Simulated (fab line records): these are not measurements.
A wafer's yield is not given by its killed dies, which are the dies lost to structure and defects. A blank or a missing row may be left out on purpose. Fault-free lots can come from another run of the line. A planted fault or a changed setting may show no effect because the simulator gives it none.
fab line records    flow sky130
record lots=13  wafers=39  lastDay=49
route steps=708 shown SONOS_TUNNEL@163 SONOS_ONO@183 LDD_LDN@296 SPACER@305 PAD_OPEN@708
lots untouched by any fault: they come from a run of this same line in which no faults occurred
startH: hours from the record's opening day to when the first of the lot's shown wafers began    waitH: time in hours since the lot's previous step    " repeats the value in the row above    L1.1+2: several wafers, shown together as one row    - either no value or no given start    * or withheld: withheld    < > ~ a bound
route shown NAME@n: NAME is a module with steps in the file, n the number in the route of the first one    usual: mean and standard deviation over wafers with no fault    same: alike in all rows    chamber/n: place in a boat    sites: per-site readings    _std_site: their standard deviation    _edge_site: inner sites' mean taken away from outer sites' mean    radiusMm: for every site, how far away it sits from the centre of the wafer    mask NAME#n: copy n    behind: the most recent tool/chamber to have shaped the wafer    hold: why the lot was held/for how many hours/how that ended    device: transistor that didn't switch, given as n, p or np    end of line: the route-end tests of the same wafers    step lacking rows: just its recipe    killed: not the wafer's yield, but the dies lost to structure and defects at the first sort    map: a wafer's dies, marking killed ones x, the rest . and places with no die _
set.NAME: setting as actually run; set.NAME@STEP: the setting as run at that earlier step    model.NAME: the simulator's own value behind a step, which no gauge read
one table for each step of the route and one row for each wafer, over a sample of lots
services: a tool's chamber out of use, with start hour (startH, from the record's first day; less than 0 if before it), hours out, and reason
## steps
# step SKY_SONOS_TUNNEL_IMPLANT_09
# recipe species=B  energyKev=20  doseCm2=1e+12  tiltDeg=withheld
# usual implantIonAmu=11/0
lot.wafer  tool          chamber  startH  waitH  implantIonAmu
L650.2     implanter-02  0        250.52  0.0    11
L650.3     "             0        "       "      11
L650.6     "             0        "       "      11
L653.2     implanter-02  0        276.67  0.0    11
L653.3     "             0        "       "      11
L653.6     "             0        "       "      11
L655.2     implanter-02  0        293.39  0.0    11
L655.5     "             0        "       "      11
L655.6     "             0        "       "      11
L656.2     implanter-03  0        302.64  0.0    11
L656.4     "             0        "       "      11
L656.6     "             0        "       "      11
L657.1     implanter-03  0        303.22  0.0    11
L657.4     "             0        "       "      11
L657.5     "             0        "       "      11
L659.1     implanter-02  0        319.76  0.0    11
L659.2     "             0        "       "      11
L659.3     "             0        "       "      11
L660.4     implanter-03  0        335.83  0.1    11
L660.5     "             0        "       "      11
L660.6     "             0        "       "      11
L661.1     implanter-02  0        336.06  0.0    11
L661.2     "             0        "       "      11
L661.5     "             0        "       "      11
L662.3     implanter-03  0        344.80  0.1    11
L662.5     "             0        "       "      11
L662.6     "             0        "       "      11
L663.2     implanter-02  0        349.76  0.2    31
L663.3     "             0        "       "      31
L663.6     "             0        "       "      31
L664.1     implanter-02  0        355.22  0.0    31
L664.2     "             0        "       "      31
L664.5     "             0        "       "      31
L665.1     implanter-02  0        363.73  0.1    31
L665.5     "             0        "       "      31
L665.6     "             0        "       "      31
L666.1     implanter-02  0        378.91  0.0    31
L666.5     "             0        "       "      31
L666.6     "             0        "       "      31
# step SKY_SONOS_TUNNEL_TW_MEAS_12
# usual SONOS_TUNNEL_TW=197.4/1.4
lot.wafer  tool          chamber  startH  waitH  SONOS_TUNNEL_TW
L650.2     filmMetro-01  -        250.92  0.0    197.2
L650.3     "             -        "       "      197.9
L650.6     "             -        "       "      198.2
L653.2     filmMetro-04  -        277.10  0.0    198.2
L653.3     "             -        "       "      197.7
L653.6     "             -        "       "      198.2
L655.2     filmMetro-01  -        293.79  0.0    199.1
L655.5     "             -        "       "      196.3
L655.6     "             -        "       "      198.0
L656.2     filmMetro-01  -        303.04  0.0    198.4
L656.4     "             -        "       "      198.4
L656.6     "             -        "       "      197.9
L657.1     filmMetro-03  -        303.63  0.0    195.3
L657.4     "             -        "       "      195.5
L657.5     "             -        "       "      195.3
L659.1     filmMetro-03  -        320.17  0.0    195.3
L659.2     "             -        "       "      195.8
L659.3     "             -        "       "      194.9
L660.4     filmMetro-03  -        336.20  0.0    195.9
L660.5     "             -        "       "      194.6
L660.6     "             -        "       "      196.3
L661.1     filmMetro-04  -        336.47  0.0    198.4
L661.2     "             -        "       "      199.0
L661.5     "             -        "       "      198.8
L662.3     filmMetro-03  -        345.19  0.0    195.8
L662.5     "             -        "       "      196.3
L662.6     "             -        "       "      195.6
L663.2     filmMetro-04  -        350.19  0.0    369.9
L663.3     "             -        "       "      369.9
L663.6     "             -        "       "      370.1
L664.1     filmMetro-01  -        355.64  0.0    371.6
L664.2     "             -        "       "      371.6
L664.5     "             -        "       "      372.0
L665.1     filmMetro-04  -        364.17  0.0    370.9
L665.5     "             -        "       "      371.7
L665.6     "             -        "       "      369.0
L666.1     filmMetro-03  -        379.32  0.0    364.2
L666.5     "             -        "       "      365.6
L666.6     "             -        "       "      363.8
# step SKY_SONOS_ONO_ETCH_15
# recipe targetDepthNm=19.52  chemistry=CHF3/O2  sourceW=600  biasW=200  pressureMtorr=40  chf3FlowSccm=50  O2_flow_sccm=5  timeS=7.8
# usual O2_flow_sccm=4.999/0.016  drypumpMotorCurrentA=5.8/0.53  oesProductAu=1.000/0.01  throttleValvePct=8.825/0.0096
lot.wafer  tool        chamber  startH  waitH  O2_flow_sccm  drypumpMotorCurrentA  oesProductAu  rfHoursCounterH  throttleValvePct
L650.2     rieDiel-02  1        281.81  0.0    4.989         6.6                   0.993         72               8.818
L650.3     "           0        "       "      4.988         5.3                   0.987         12               8.829
L650.6     "           2        "       "      4.995         5.7                   0.971         -                8.843
L653.2     rieDiel-04  1        312.62  0.0    4.981         5.7                   1.007         4                8.842
L653.3     "           2        "       "      5.020         5.2                   1.003         0                8.810
L653.6     "           3        "       "      4.984         6.2                   0.998         -                8.821
L655.2     rieDiel-02  2        325.07  0.0    4.992         5.8                   0.989         75               8.815
L655.5     "           2        "       "      5.003         5.8                   0.982         -                8.815
L655.6     "           3        "       "      4.998         5.3                   1.001         -                8.827
L656.2     rieDiel-04  0        336.36  0.0    5.009         6.5                   1.014         48               8.835
L656.4     "           0        "       "      5.007         6.5                   1.003         -                8.809
L656.6     "           2        "       "      5.002         5.2                   0.990         -                8.818
L657.1     rieDiel-02  1        336.66  0.0    5.025         6.6                   1.002         73               8.838
L657.4     "           2        "       "      4.992         5.8                   0.987         75               8.817
L657.5     "           1        "       "      5.014         6.6                   1.004         -                8.825
L659.1     rieDiel-02  0        354.61  0.0    5.002         5.2                   0.996         14               8.825
L659.2     "           1        "       "      4.982         6.6                   0.989         73               8.833
L659.3     "           2        "       "      5.006         5.8                   0.986         75               8.832
L660.4     rieDiel-04  1        368.96  0.0    4.993         5.7                   1.004         5                8.836
L660.5     "           0        "       "      5.001         6.5                   1.024         -                8.839
L660.6     "           3        "       "      4.985         6.2                   1.007         -                8.812
L661.1     rieDiel-02  2        372.92  0.0    4.996         5.8                   0.975         76               8.824
L661.2     "           1        "       "      4.957         6.6                   1.002         73               8.835
L661.5     "           0        "       "      5.014         5.2                   0.999         -                8.840
L662.3     rieDiel-02  3        383.12  0.0    5.013         5.3                   0.986         6                8.836
L662.5     "           3        "       "      5.005         5.3                   1.002         -                8.825
L662.6     "           0        "       "      4.990         5.2                   0.994         -                8.828
# step SKY_LDD_LDN_OVL_MEAS_07
# usual LDD_LDN_OVL=0.0/1.5
lot.wafer  tool        chamber  startH  waitH  LDD_LDN_OVL[nm]
L650.2     overlay-01  -        528.47  0.1    1.4
L650.3     "           -        "       "      3.4
L650.6     "           -        "       "      1.7
L653.2     overlay-01  -        563.97  0.1    0.0
L653.3     "           -        "       "      -0.7
L653.6     "           -        "       "      0.0
L655.2     overlay-01  -        581.54  0.1    -0.9
L655.5     "           -        "       "      -2.4
L655.6     "           -        "       "      0.1
L656.2     overlay-02  -        588.99  0.1    -0.4
L656.4     "           -        "       "      1.0
L656.6     "           -        "       "      0.7
L657.1     overlay-01  -        589.29  0.1    -1.5
L657.4     "           -        "       "      -1.7
L657.5     "           -        "       "      0.0
L659.1     overlay-01  -        609.05  0.1    1.2
L659.2     "           -        "       "      0.9
L659.3     "           -        "       "      0.3
L660.4     overlay-01  -        620.06  0.1    -1.7
L660.5     "           -        "       "      -0.8
L660.6     "           -        "       "      -1.8
L661.1     overlay-02  -        625.24  0.1    2.9
L661.2     "           -        "       "      1.2
L661.5     "           -        "       "      0.4
L662.3     overlay-01  -        637.31  0.1    -0.2
L662.5     "           -        "       "      -0.1
L662.6     "           -        "       "      -0.6
# step SKY_SPACER_THK_MEAS_01
# recipe reads=Si3N4_of_SPACER_CVD_00
# usual SPACER_CVD_00_THK=43.2/0.47
lot.wafer  tool          chamber  startH  waitH  SPACER_CVD_00_THK[nm]
L650.2     filmMetro-02  -        531.13  0.0    42.0
L650.3     "             -        "       "      42.3
L650.6     "             -        "       "      42.5
L653.2     filmMetro-01  -        566.08  0.0    43.6
L653.3     "             -        "       "      43.5
L653.6     "             -        "       "      43.4
L655.2     filmMetro-03  -        585.09  0.0    43.2
L655.5     "             -        "       "      42.9
L655.6     "             -        "       "      43.3
L656.2     filmMetro-01  -        592.56  0.0    43.6
L656.4     "             -        "       "      43.4
L656.6     "             -        "       "      43.6
L657.1     filmMetro-02  -        594.35  0.0    42.2
L657.4     "             -        "       "      42.8
L657.5     "             -        "       "      42.4
L659.1     filmMetro-02  -        611.10  0.0    43.4
L659.2     "             -        "       "      43.4
L659.3     "             -        "       "      42.9
L660.4     filmMetro-01  -        622.35  0.0    43.8
L660.5     "             -        "       "      43.9
L660.6     "             -        "       "      43.8
L661.1     filmMetro-02  -        627.29  0.0    43.5
L661.2     "             -        "       "      43.5
L661.5     "             -        "       "      43.6
L662.3     filmMetro-02  -        639.37  0.0    42.4
L662.5     "             -        "       "      42.3
L662.6     "             -        "       "      42.5
# step SKY_PAD_OPEN_PROBE_99
# usual killed_at_M0_to_M3=43/6.8  killed_at_M4_up=3.1/1.6  killedAtContacts=24/5.4  killedAtFrontEnd=16/4.4  killedAtOther=0.2/0.48  killedDies=87/8.8  killedOnRim=17/3.4  killedOpen=48/6.4  killedShort=39/6.2
# same grossDies=492  killedAtBackSide=0
lot.wafer  tool       chamber  startH   waitH  killed_at_M0_to_M3  killed_at_M4_up  killedAtContacts  killedAtFrontEnd  killedAtOther  killedDies  killedOnRim  killedOpen  killedShort
L663.2     prober-02  -        1151.74  0.1    44                  3                17                428               0              492         96           37          40
L663.3     prober-02  -        1151.79  0.2    45                  5                21                421               0              492         96           48          32
L663.6     prober-02  -        1151.94  0.2    40                  5                15                431               1              492         96           35          33
L664.1     prober-01  -        1157.82  0.1    42                  3                30                417               0              492         96           55          36
L664.2     prober-01  -        1157.87  0.1    42                  7                25                418               0              492         96           44          46
L664.5     prober-01  -        1158.02  0.2    53                  2                28                409               0              492         96           52          43
L665.1     prober-02  -        1159.23  0.1    41                  4                26                421               0              492         96           41          48
L665.5     prober-02  -        1159.43  0.2    40                  6                27                419               0              492         96           42          50
L665.6     prober-02  -        1159.48  0.2    51                  3                17                421               0              492         96           46          42
L666.1     prober-01  -        1172.28  0.1    39                  2                21                429               1              492         96           44          34
L666.5     prober-01  -        1172.48  0.2    50                  3                24                415               0              492         96           54          32
L666.6     prober-01  -        1172.53  0.2    51                  3                14                424               0              492         96           48          32
# killed by level:class
L663.2 SONOS_TUNNEL:areaImplant=415 VIA1:geometricParticle:open=13 METAL1:geometricParticle:short=8 CONTACT:geometricParticle:open=6 METAL2:geometricParticle:short=6 VIA3:geometricParticle:short=5 POLY_GATE:geometricParticle:open=4 LOCAL_INTERCONNECT:geometricParticle:short=4
L663.3 SONOS_TUNNEL:areaImplant=412 VIA1:geometricParticle:open=11 CONTACT:geometricParticle:open=7 METAL2:geometricParticle:short=7 VIA2:geometricParticle:open=7 LI_CONTACT:geometricParticle:open=5 METAL1:geometricParticle:short=5 VIA3:geometricParticle:open=4
L663.6 SONOS_TUNNEL:areaImplant=424 VIA1:geometricParticle:open=9 VIA3:geometricParticle:open=8 LI_CONTACT:geometricParticle:open=6 VIA1:geometricParticle:short=6 METAL2:geometricParticle:short=5 METAL4:geometricParticle:short=4 METAL3:geometricParticle:short=4
L664.1 SONOS_TUNNEL:areaImplant=401 VIA1:geometricParticle:open=13 CONTACT:geometricParticle:open=11 CONTACT:geometricParticle:short=8 FIELD_ISO:geometricParticle:open=7 VIA3:geometricParticle:open=7 LOCAL_INTERCONNECT:geometricParticle:short=5 LI_CONTACT:geometricParticle:open=4
L664.2 SONOS_TUNNEL:areaImplant=402 VIA3:geometricParticle:open=9 CONTACT:geometricParticle:open=8 FIELD_ISO:geometricParticle:short=7 VIA1:geometricParticle:open=7 LI_CONTACT:geometricParticle:open=5 METAL1:geometricParticle:short=5 VIA2:geometricParticle:open=5
L664.5 SONOS_TUNNEL:areaImplant=397 VIA1:geometricParticle:open=15 LI_CONTACT:geometricParticle:open=9 VIA2:geometricParticle:open=8 CONTACT:geometricParticle:open=6 CONTACT:geometricParticle:short=6 VIA3:geometricParticle:short=5 METAL2:geometricParticle:short=5
L665.1 SONOS_TUNNEL:areaImplant=403 CONTACT:geometricParticle:open=10 FIELD_ISO:geometricParticle:short=8 METAL1:geometricParticle:short=6 VIA1:geometricParticle:short=6 VIA3:geometricParticle:open=6 VIA1:geometricParticle:open=5 METAL2:geometricParticle:short=5
L665.5 SONOS_TUNNEL:areaImplant=400 CONTACT:geometricParticle:short=10 CONTACT:geometricParticle:open=9 METAL1:geometricParticle:short=9 VIA1:geometricParticle:open=8 POLY_GATE:geometricParticle:open=6 POLY_GATE:geometricParticle:short=6 LI_CONTACT:geometricParticle:open=5
L665.6 SONOS_TUNNEL:areaImplant=404 VIA1:geometricParticle:open=16 VIA3:geometricParticle:open=9 LOCAL_INTERCONNECT:geometricParticle:short=5 VIA3:geometricParticle:short=5 VIA2:geometricParticle:open=5 POLY_GATE:geometricParticle:open=4 POLY_GATE:geometricParticle:short=4
L666.1 SONOS_TUNNEL:areaImplant=414 CONTACT:geometricParticle:open=10 VIA1:geometricParticle:open=7 LI_CONTACT:geometricParticle:open=6 METAL1:geometricParticle:short=6 VIA3:geometricParticle:open=6 VIA2:geometricParticle:open=5 POLY_GATE:geometricParticle:open=4
L666.5 SONOS_TUNNEL:areaImplant=406 VIA1:geometricParticle:open=14 VIA3:geometricParticle:open=12 LI_CONTACT:geometricParticle:open=10 CONTACT:geometricParticle:open=5 METAL1:geometricParticle:short=5 VIA1:geometricParticle:short=5 FIELD_ISO:geometricParticle:open=4
L666.6 SONOS_TUNNEL:areaImplant=412 VIA1:geometricParticle:open=11 VIA2:geometricParticle:open=10 LI_CONTACT:geometricParticle:open=6 VIA3:geometricParticle:short=6 CONTACT:geometricParticle:open=6 FIELD_ISO:geometricParticle:open=5 METAL1:geometricParticle:short=4
## services
tool          chamber  startH  hours  kind
implanter-03  -        233.18  3.6    repair
rieDiel-02    -        237.56  2.8    pm
rieDiel-02    3        250.01  3.3    repair
rieDiel-04    -        264.02  0.8    repair
implanter-02  -        286.46  3.3    pm
rieDiel-04    2        288.62  -      clean
rieDiel-04    2        288.62  22.1   scheduledDown
rieDiel-04    2        288.62  22.1   ventCycle
implanter-03  -        298.80  1.7    repair
rieDiel-04    3        315.81  27.6   repair
rieDiel-04    -        345.68  2.8    pm
implanter-03  -        351.41  8.8    pm
rieDiel-02    3        362.50  19.1   repair
## key
firstSign step=SKY_SONOS_TUNNEL_IMPLANT_09  reading=implantIonAmu  direction=up  sigmas=99+  usual=11  struck=31
effect step=SKY_SONOS_TUNNEL_TW_MEAS_12  reading=SONOS_TUNNEL_TW  direction=up  sigmas=99+  usual=197.4  struck=369.2
effect step=SKY_PAD_OPEN_PROBE_99  reading=killedAtFrontEnd  direction=up  sigmas=91  usual=16  struck=421
moreKillsBornAt SKY_SONOS_TUNNEL_IMPLANT_09@implanter-02=4890
metAt SKY_SONOS_TUNNEL_IMPLANT_09
struckLots L663,L664,L665,L666
laterRowsLeftOut L663.2,L663.3,L663.6,L664.1,L664.2,L664.5,L665.1,L665.5,L665.6,L666.1,L666.5,L666.6
testerLeftOut L663,L664,L665,L666
notActingAt SKY_SONOS_ONO_ETCH_15,SKY_LDD_LDN_OVL_MEAS_07,SKY_SPACER_THK_MEAS_01
onsetBetween 344.80 349.76
fault kind=wrongRecipeDownload  tool=implanter-02,implanter-03,implanter-04  chamber=-  onsetH=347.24  steps=SKY_SONOS_TUNNEL_IMPLANT_09  wrongRecipe.notListed=1
# testerLeftOut: of these lots the tester's yield and bins aren't shown, on N5 and GAA mostly nor the transistor test; their killed dies are dies lost to structure and defects alone, not to doping, threshold or leakage, so they don't give the yield
# laterRowsLeftOut: the simulator's readings of these wafers behind a module that went badly wrong aren't trusted and aren't shown, but for the sort
